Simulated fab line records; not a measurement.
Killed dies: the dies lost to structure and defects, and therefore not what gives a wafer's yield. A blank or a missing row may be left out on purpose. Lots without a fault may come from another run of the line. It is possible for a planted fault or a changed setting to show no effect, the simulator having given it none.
Which tool is to blame? + flow sky130 + Sampling: 24 lots, 72 wafers, 4 of 708 route steps

## WHAT EACH GAUGE READ, for each wafer
SKY_VIA1_THK_MEAS_01. Usual: VIA1_HDPCVD_THK gives 1026 nm (standard deviation 8.2).
| lot  | measured     | on            | VIA1_HDPCVD_THK (nm) | flag |
|------|--------------|---------------|----------------------|------|
| L074 | day 33 15:56 | film-metro-03 | 1037 1032 1030       |      |
| L075 | day 34 03:01 | film-metro-01 | 1032 1030 1034       |      |
| L076 | day 34 06:27 | film-metro-03 | 1019 1038 1037       |      |
| L077 | day 34 19:47 | film-metro-01 | 1018 1018 1023       |      |
| L078 | day 35 04:31 | film-metro-03 | 1031 1038 1022       |      |
| L079 | day 35 04:46 | film-metro-01 | 1030 1029 1026       |      |
| L080 | day 35 11:36 | film-metro-04 | 1029 1029 1027       |      |
| L081 | day 36 03:44 | film-metro-01 | 1022 1012 1026       |      |
| L082 | day 36 09:16 | film-metro-03 | 1028 1020 1014       |      |
| L083 | day 36 18:04 | film-metro-03 | 1032 1029 1018       |      |
| L084 | day 36 22:37 | film-metro-01 | 1025 1023 1030       |      |
| L085 | day 37 08:25 | film-metro-01 | 1027 1025 1038       |      |
| L086 | day 37 09:37 | film-metro-03 | 1020 1017 1025       |      |
| L087 | day 37 18:52 | film-metro-03 | 1020 1027 1024       |      |
| L088 | day 38 06:58 | film-metro-01 | 1047 1050 1032       |      |
| L089 | day 38 12:50 | film-metro-01 | 1016 1013 1012       |      |
| L090 | day 39 03:22 | film-metro-01 | 1032 1031 1037       |      |
| L091 | day 39 05:53 | film-metro-04 | 1026 1021 1020       |      |
| L092 | day 39 07:13 | film-metro-03 | 1019 1017 1021       |      |
| L093 | day 39 12:56 | film-metro-04 | 1025 1037 1040       |      |
| L094 | day 39 22:09 | film-metro-04 | 1028 1026 1022       |      |
| L095 | day 40 07:03 | film-metro-03 | 1029 1043 1033       |      |
| L096 | day 40 08:35 | film-metro-04 | 1029 1020 1028       |      |
| L097 | day 40 12:04 | film-metro-04 | 1023 1035 1031       |      |

SKY_VIA1_OVL_MEAS_13. Usual: VIA1_OVL gives 0 nm (standard deviation 5.4).
| lot  | measured     | on         | VIA1_OVL (nm) | flag |
|------|--------------|------------|---------------|------|
| L074 | day 34 20:01 | overlay-01 | 4 10 8        |      |
| L075 | day 35 06:29 | overlay-01 | 2 3 2         |      |
| L076 | day 35 09:58 | overlay-02 | 3 2 2         |      |
| L077 | day 35 23:20 | overlay-01 | 2 1 3         |      |
| L078 | day 36 07:31 | overlay-01 | 6 4 4         |      |
| L079 | day 36 08:29 | overlay-02 | -8 -11 -3     |      |
| L080 | day 36 15:03 | overlay-01 | -5 -1 -7      |      |
| L081 | day 37 06:45 | overlay-01 | 0 1 -2        |      |
| L082 | day 37 11:52 | overlay-02 | 1 0 -2        |      |
| L083 | day 37 21:08 | overlay-02 | 8 3 0         |      |
| L084 | day 38 01:49 | overlay-02 | 3 -5 0        |      |
| L085 | day 38 11:34 | overlay-02 | 3 7 12        |      |
| L086 | day 38 13:11 | overlay-02 | 7 -2 4        |      |
| L087 | day 38 20:31 | overlay-01 | -11 -5 -9     |      |
| L088 | day 39 09:26 | overlay-01 | 2 6 -6        |      |
| L089 | day 39 14:50 | overlay-02 | -1 -1 9       |      |
| L090 | day 40 04:52 | overlay-02 | 4 0 -6        |      |
| L091 | day 40 08:17 | overlay-02 | 0 -10 -8      |      |
| L092 | day 40 08:39 | overlay-01 | 1 1 -4        |      |
| L093 | day 40 14:35 | overlay-02 | 7 5 1         |      |
| L094 | day 40 23:17 | overlay-01 | 0 4 5         |      |
| L095 | day 41 08:05 | overlay-02 | 0 -6 -7       |      |
| L096 | day 41 09:47 | overlay-02 | 1 1 -4        |      |
| L097 | day 41 12:56 | overlay-01 | -4 -12 -7     |      |

SKY_VIA3_CD_MEAS_12 targets a cd of 200 nm. Usual: cd-nm reads 199.9 nm (standard deviation 1.6).
| lot  | measured     | on        | cd-nm (nm)        | flag |
|------|--------------|-----------|-------------------|------|
| L074 | day 40 15:43 | cd-sem-02 | 202.7 202.7 201.5 |      |
| L075 | day 41 02:19 | cd-sem-02 | 199.5 198.7 199.7 |      |
| L076 | day 41 01:37 | cd-sem-02 | 200.1 199.0 200.0 |      |
| L077 | day 41 15:51 | cd-sem-02 | 198.4 198.0 198.3 |      |
| L078 | day 41 21:51 | cd-sem-01 | 196.6 198.2 196.9 |      |
| L079 | day 42 00:44 | cd-sem-01 | 200.1 202.2 200.6 |      |
| L080 | day 42 04:58 | cd-sem-02 | 198.1 197.4 198.0 |      |
| L081 | day 42 19:44 | cd-sem-01 | 200.8 200.9 200.9 |      |
| L082 | day 43 00:34 | cd-sem-01 | 197.1 199.0 197.3 |      |
| L083 | day 43 07:20 | cd-sem-01 | 201.3 199.4 201.8 |      |
| L084 | day 43 14:26 | cd-sem-02 | 198.7 200.2 199.7 |      |
| L085 | day 43 20:52 | cd-sem-02 | 199.8 198.4 199.9 |      |
| L086 | day 43 21:14 | cd-sem-01 | 201.8 201.6 201.8 |      |
| L087 | day 44 07:34 | cd-sem-01 | 202.8 202.9 203.2 |      |
| L088 | day 44 17:01 | cd-sem-01 | 200.6 199.9 198.9 |      |
| L089 | day 44 21:55 | cd-sem-02 | 199.9 199.3 201.0 |      |
| L090 | day 45 08:35 | cd-sem-02 | 197.1 197.5 198.1 |      |
| L091 | day 45 14:37 | cd-sem-01 | 199.0 199.7 199.2 |      |
| L092 | day 45 15:58 | cd-sem-01 | 199.2 198.9 200.4 |      |
| L093 | day 45 19:01 | cd-sem-02 | 200.3 198.8 199.5 |      |
| L094 | day 46 02:01 | cd-sem-01 | 202.1 202.1 201.7 |      |
| L095 | day 46 10:49 | cd-sem-01 | 199.3 198.6 198.5 |      |
| L096 | day 46 11:25 | cd-sem-01 | 201.1 201.8 201.5 |      |
| L097 | day 46 15:35 | cd-sem-02 | 200.1 198.9 201.9 |      |

## WHAT TOOL EACH LOT RAN ON (gives the tool, then ch and the chambers of the sampled wafers, and finally the start)
| lot  | SKY_VIA1_CMP_24               |
|------|-------------------------------|
| L074 | cmp-02 ch 1,3, day 34 21:07   |
| L075 | cmp-02 ch 0,1,2, day 35 07:38 |
| L076 | cmp-01 ch 0,2,3, day 35 11:06 |
| L077 | cmp-02 ch 1,3, day 36 00:23   |
| L078 | cmp-01 ch 0,1, day 36 08:37   |
| L079 | cmp-01 ch 1,2, day 36 09:31   |
| L080 | cmp-01 ch 0,2,3, day 36 16:11 |
| L081 | cmp-02 ch 1,2, day 37 07:47   |
| L082 | cmp-01 ch 0,1,3, day 37 12:58 |
| L083 | cmp-01 ch 0,1,3, day 37 22:11 |
| L084 | cmp-02 ch 0,2,3, day 38 03:22 |
| L085 | cmp-02 ch 1,2,3, day 38 12:43 |
| L086 | cmp-02 ch 0,2, day 38 14:24   |
| L087 | cmp-02 ch 1,2,3, day 38 21:37 |
| L088 | cmp-01 ch 0,2,3, day 39 10:37 |
| L089 | cmp-01 ch 2,3, day 39 15:56   |
| L090 | cmp-01 ch 0,2,3, day 40 05:56 |
| L091 | cmp-02 ch 1,2,3, day 40 09:25 |
| L092 | cmp-02 ch 1,3, day 40 09:47   |
| L093 | cmp-02 ch 0,3, day 40 15:45   |
| L094 | cmp-02 ch 0,2,3, day 41 00:20 |
| L095 | cmp-02 ch 0,1,3, day 41 09:11 |
| L096 | cmp-02 ch 0,3, day 41 10:53   |
| L097 | cmp-02 ch 1,2,3, day 41 14:07 |
- SKY_VIA1_CMP_24: polishes, stops on SiO2, t overpolish 15 s, target thk 0 nm.

## AS READ BY THE TOOLS THEMSELVES (means over the sampled wafers that have a number; for cases with no such wafer, the mark the record gives instead)
SKY_VIA1_CMP_24. Usual: motor-current-A 11.1 A, standard deviation 1.5; overpolish-run-s 15.000 s, standard deviation 0.0091; slurry-filter-dp-kPa 13.51 kPa, standard deviation 0.14; time-to-endpoint-s 65.2 s, standard deviation 2.7.
| lot  | tool   | motor-current-A (A) | overpolish-run-s (s) | slurry-filter-dp-kPa (kPa) | time-to-endpoint-s (s) | flag |
|------|--------|---------------------|----------------------|----------------------------|------------------------|------|
| L074 | cmp-02 | 11.8                | 15.001               | 13.57                      | 67.5                   |      |
| L075 | cmp-02 | 10.5                | 15.004               | 13.63                      | 65.7                   |      |
| L076 | cmp-01 | 11.1                | 14.999               | 13.48                      | 60.6                   |      |
| L077 | cmp-02 | 12.1                | 14.997               | 13.53                      | 61.0                   |      |
| L078 | cmp-01 | 10.8                | 14.999               | 13.50                      | 62.4                   |      |
| L079 | cmp-01 | 11.2                | 14.999               | 13.52                      | 64.4                   |      |
| L080 | cmp-01 | 11.3                | 14.996               | 13.45                      | 64.5                   |      |
| L081 | cmp-02 | 11.4                | 14.991               | 13.49                      | 67.1                   |      |
| L082 | cmp-01 | 11.0                | 14.999               | 13.46                      | 67.5                   |      |
| L083 | cmp-01 | 11.0                | 15.003               | 13.61                      | 67.6                   |      |
| L084 | cmp-02 | 10.8                | 14.997               | 13.57                      | 63.0                   |      |
| L085 | cmp-02 | 11.9                | 14.999               | 13.43                      | 65.6                   |      |
| L086 | cmp-02 | 9.7                 | 15.001               | 13.54                      | 63.4                   |      |
| L087 | cmp-02 | 11.8                | 14.997               | 13.49                      | 66.5                   |      |
| L088 | cmp-01 | 11.2                | 14.995               | 13.45                      | 67.3                   |      |
| L089 | cmp-01 | 11.3                | 14.989               | 13.64                      | 69.5                   |      |
| L090 | cmp-01 | 11.3                | 14.993               | 13.59                      | 64.9                   |      |
| L091 | cmp-02 | 12.2                | 15.004               | 13.40                      | 64.3                   |      |
| L092 | cmp-02 | 13.1                | 15.001               | 13.59                      | 64.7                   |      |
| L093 | cmp-02 | 11.7                | 14.995               | 13.50                      | 64.3                   |      |
| L094 | cmp-02 | 10.9                | 14.995               | 13.45                      | 64.6                   |      |
| L095 | cmp-02 | 11.3                | 15.000               | 13.52                      | 67.1                   |      |
| L096 | cmp-02 | 10.0                | 15.004               | 13.47                      | 65.4                   |      |
| L097 | cmp-02 | 12.2                | 14.992               | 13.52                      | 66.7                   |      |

## THE ANSWER, worked out from the rows above alone
Rule: take the mean of a lot's wafers that have a number; if it is more than 3 standard deviations from the usual mean, the lot is off. Also off: a lot with no number at a reading for which 4 or more lots have one. All remaining lots with rows at the step are treated as sound. First the gauges in route order, then the tools' own readings, where a lot's mean is used as printed above. At the first step where some lot is off, the reading lying furthest off is the one used; lots without a number count as furthest.
Across all readings shown, no lot is off: no conclusion can be drawn from this.

## WHAT THE SIMULATOR PUT IN
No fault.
